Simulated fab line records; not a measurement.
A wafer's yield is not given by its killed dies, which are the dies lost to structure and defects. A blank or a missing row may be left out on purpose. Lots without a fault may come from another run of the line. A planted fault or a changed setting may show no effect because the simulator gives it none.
A lot that was struck, set against a sound lot :: flow sky130 :: 24 out of 708 route steps
Sound: these wafers, L298.1, L298.2, L298.5. Wafers struck: L305.2, L305.3, L305.6. The cause is named last.
For every step that has rows: the tool of each side, followed by ch and its chambers, followed by its first start. Under that, the readings that differ: sound wafers :: struck wafers :: difference of the means :: sigmas: that difference in standard deviations of wafers without a fault.
alike: readings with means less than 2 such deviations apart, plus words and numbers identical on both sides. not compared: withheld readings, readings lacking a value on some wafer, bounds such as >300 that could conceal the same value, and numbers that have no deviation in the record and whose values overlap.
The two part at a step that has a row with sigmas, a row that says differs or no value, or rows on one side only. When numbers do not overlap yet have no deviation, they are printed without sigmas and do not part them. A reading missing from all wafers of one side parts the sides only when that side holds two or more wafers.

first, 4 steps without rows for these wafers: SKY_CAPM_SOFTBAKE_08 (time 60 s); SKY_CAPM_EXPOSE_09 (exposes mask CAPM, target cd 1000 nm); SKY_CAPM_PEB_10; SKY_CAPM_DEVELOP_11 (develop time 60 s).
SKY_CAPM_OVL_MEAS_12:
  sound on overlay-01, day 38 02:43; struck on overlay-01, day 41 14:50
reading: CAPM_OVL (nm)
sound: -0.3 -0.4 0.5
struck: -3.0 -3.1 -2.7
difference: -2.9
sigmas: -3
SKY_CAPM_METAL_ETCH_13: etches TiN in Cl2/BCl3, stops on SiO2, target depth 220 nm, time 62.9 s.
  sound on rieMetal-01 ch 0,1, day 38 02:44; struck on rieMetal-02 ch 0,1, day 41 14:52
  alike: drypumpMotorCurrentA, mfcCl2Sccm, oesProductAu, throttleValvePct
  not compared: rfHoursCounterH
SKY_CAPM_STRIP_14: strips in O2/N2.
  sound on plasmaAsher-01 ch 0,1, day 38 02:49; struck on plasmaAsher-01 ch 0, day 41 14:57
  alike: drypumpMotorCurrentA, oesProductAu, stripTimeToEndpointS
  not compared: rfHoursCounterH
then, 5 steps without rows for these wafers: SKY_CAPM_STRIP_15 (strips in post etch residue remover, time 1200 s); SKY_CAPM_CLEAN_16 (cleans in IPA, time 180 s); SKY_CAPM_CLEAN_17 (cleans in O3/DIW); SKY_METAL3_DEHYDRATE_05 (time 60 s); SKY_METAL3_HMDS_06 (prime time 60 s).
SKY_METAL3_COAT_07: resist thk 60 nm.
  sound on lithoTrack-02 ch 0, day 38 15:17; struck on lithoTrack-02 ch 0, day 42 01:49
reading: spinSpeedRpm (rpm)
sound: 3000.3 3000.5 3000.4
struck: 2108.4 2108.5 2107.6
difference: -892.2
sigmas: -99 or more
  alike: exhaustPa
then, 5 steps without rows for these wafers: SKY_METAL3_COAT_08 (resist thk 1140 nm); SKY_METAL3_SOFTBAKE_09 (time 90 s); SKY_METAL3_EXPOSE_10 (exposes mask MM3, target cd 300 nm); SKY_METAL3_PEB_11; SKY_METAL3_DEVELOP_12 (develop time 60 s).
SKY_METAL3_CD_MEAS_13 targets a cd of 300 nm.
  sound on cdSem-01, day 39 03:28; struck on cdSem-01, day 42 14:23
  alike: cdNm
SKY_METAL3_OVL_MEAS_14:
  sound on overlay-01, day 39 03:35; struck on overlay-02, day 42 14:30
  alike: METAL3_OVL
SKY_METAL3_DESCUM_15: chemistry O2, time 8 s.
  sound on rieMetal-04 ch 0,1, day 39 03:38; struck on rieMetal-03 ch 0, day 42 14:32
reading: drypumpMotorCurrentA (A)
sound: 5.1 5.7 5.1
struck: 6.5 6.5 6.5
difference: +1.2
sigmas: +3
  alike: oesProductAu
  not compared: rfHoursCounterH
SKY_METAL3_ETCH_16: etches BARC in N2/H2, stops on SiO2, time 88.2 s, target depth 60 nm.
  sound on rieMetal-04 ch 0,1, day 39 03:40; struck on rieMetal-03 ch 0, day 42 14:34
reading: drypumpMotorCurrentA (A)
sound: 5.1 5.8 5.1
struck: 6.5 6.5 6.5
difference: +1.2
sigmas: +2

reading: oesProductAu (a.u.)
sound: 0.622 0.628 0.622
struck: 0.675 0.681 0.672
difference: +0.052
sigmas: +12

reading: model.etch.depthNm (nm)
sound: 60.2 60.12 60.11
struck: 71.55 71.85 71.88
difference: +11.62
sigmas: 
  alike: throttleValvePct
  not compared: rfHoursCounterH
SKY_METAL3_ETCH_17: etches SiO2 in C4F8/O2/Ar, stops on TiN, time 3.9 s, target depth 15 nm.
  sound on rieDiel-02 ch 1,3, day 39 03:46; struck on rieDiel-04 ch 1,2, day 42 14:40
  alike: oesProductAu
-- the record jumps here: 7 days lie between the struck wafers' starts before and after (it left off in module METAL3 and takes up again in module PAD_OPEN, whose first step shown is number 708 of the route) --
SKY_PAD_OPEN_PROBE_99:
  sound on prober-02, day 46 08:22; struck on prober-02, day 49 03:13
  alike: defectLimitedYield, killed_at_M0_to_M3, killed_at_M4_up, killedAtContacts, killedAtFrontEnd, killedAtOther, killedDies, killedOpen, killedShort, sort_bin_3_pad_short, sort_bin_5_function, sort_bin_6_memory, sortNPass, sortYieldPct

WHERE THEY PART
Last at SKY_METAL3_ETCH_16 as far as this record goes, first at SKY_CAPM_OVL_MEAS_12. Later steps at which nothing parts them and some readings are alike: SKY_METAL3_ETCH_17, SKY_PAD_OPEN_PROBE_99.

WHY: what had been put in by the simulator
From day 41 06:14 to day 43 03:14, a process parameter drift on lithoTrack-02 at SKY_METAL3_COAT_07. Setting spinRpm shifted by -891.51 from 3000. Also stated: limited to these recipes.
